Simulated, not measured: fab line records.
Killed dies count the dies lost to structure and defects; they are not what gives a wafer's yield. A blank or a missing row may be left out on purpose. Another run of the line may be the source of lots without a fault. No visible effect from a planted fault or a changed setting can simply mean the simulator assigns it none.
Which tool was responsible?	flow sky130	36 wafers from 12 lots sampled at 3 of the route's 708 steps

== WHAT THE GAUGES SHOWED, per wafer ==
SKY_METAL3_CD_MEAS_13 targets a cd of 300 nm.
lot	measured	on	cdNm (nm)
L075	day 38 17:25	cdSem-01	301.5 301.5 300.5
L077	day 39 15:52	cdSem-01	298.5 300.4 300.8
L078	day 39 18:59	cdSem-01	302.1 302.7 301.8
L081	day 40 23:32	cdSem-01	299.1 299.7 298.7
L083	day 41 02:49	cdSem-02	301.8 301.7 302.8
L084	day 41 14:51	cdSem-02	300.3 300.2 301.2
L087	day 42 13:56	cdSem-02	300.8 300.5 301.4
L090	day 43 05:38	cdSem-02	299.3 299.5 300.3
L091	day 43 12:14	cdSem-01	299.0 299.4 299.5
L093	day 44 14:28	cdSem-01	298.1 297.6 297.8
L094	day 44 17:40	cdSem-01	301.0 301.1 300.3
L097	day 45 00:03	cdSem-02	301.5 302.4 301.7

== WHAT TOOL EACH LOT RAN ON (gives the tool, then ch and the chambers of the sampled wafers, and finally the start) ==
lot	SKY_VIA2_CMP_24	SKY_METAL3_SPUTTER_01
L075	cmp-01 ch 0,1,2, day 36 13:11	pvdSputter-02, day 36 13:25
L077	cmp-02 ch 0,1, day 37 09:41	pvdSputter-01, day 37 10:01
L078	cmp-01 ch 0,1,3, day 37 15:57	pvdSputter-04, day 37 16:07
L081	cmp-01 ch 0,3, day 38 20:09	pvdSputter-02, day 38 20:28
L083	cmp-02 ch 0,1,3, day 39 00:23	pvdSputter-04, day 39 00:37
L084	cmp-01 ch 1,2, day 39 14:06	pvdSputter-02, day 39 14:22
L087	cmp-02 ch 1,3, day 40 13:31	pvdSputter-04, day 40 13:50
L090	cmp-01 ch 0,1,3, day 41 06:30	pvdSputter-04, day 41 06:49
L091	cmp-01 ch 1,2, day 41 12:41	pvdSputter-04, day 41 12:59
L093	cmp-02 ch 1,2,3, day 42 14:44	pvdSputter-01, day 42 15:03
L094	cmp-02 ch 1,3, day 42 18:48	pvdSputter-01, day 42 19:07
L097	cmp-02 ch 0,1,3, day 43 00:52	pvdSputter-04, day 43 01:11
- SKY_VIA2_CMP_24: polishes, stops on SiO2, t overpolish 20 s, target thk 0 nm.
- SKY_METAL3_SPUTTER_01: material TiN, target thk 20 nm, time 16.7 s.

== THE ANSWER, worked out from the rows above alone ==
Rule: the usual values come from the lots themselves. Put in order of their means at a reading, lots are off if they are a third of the lots or fewer, leave a main group of 4 or more, and stand apart from it by a gap of 3 or more times the standard deviation of the main group's means; of several such gaps the widest counts. A main group whose means are all the same, to the digits that the tables above print for the reading, isn't used. Also off: a lot with no number at a reading for which 4 or more lots have one. The other lots that the step has rows for count as sound.
No lot is off on any of the readings shown, so nothing can be concluded from this.

== WHAT THE SIMULATOR PUT IN ==
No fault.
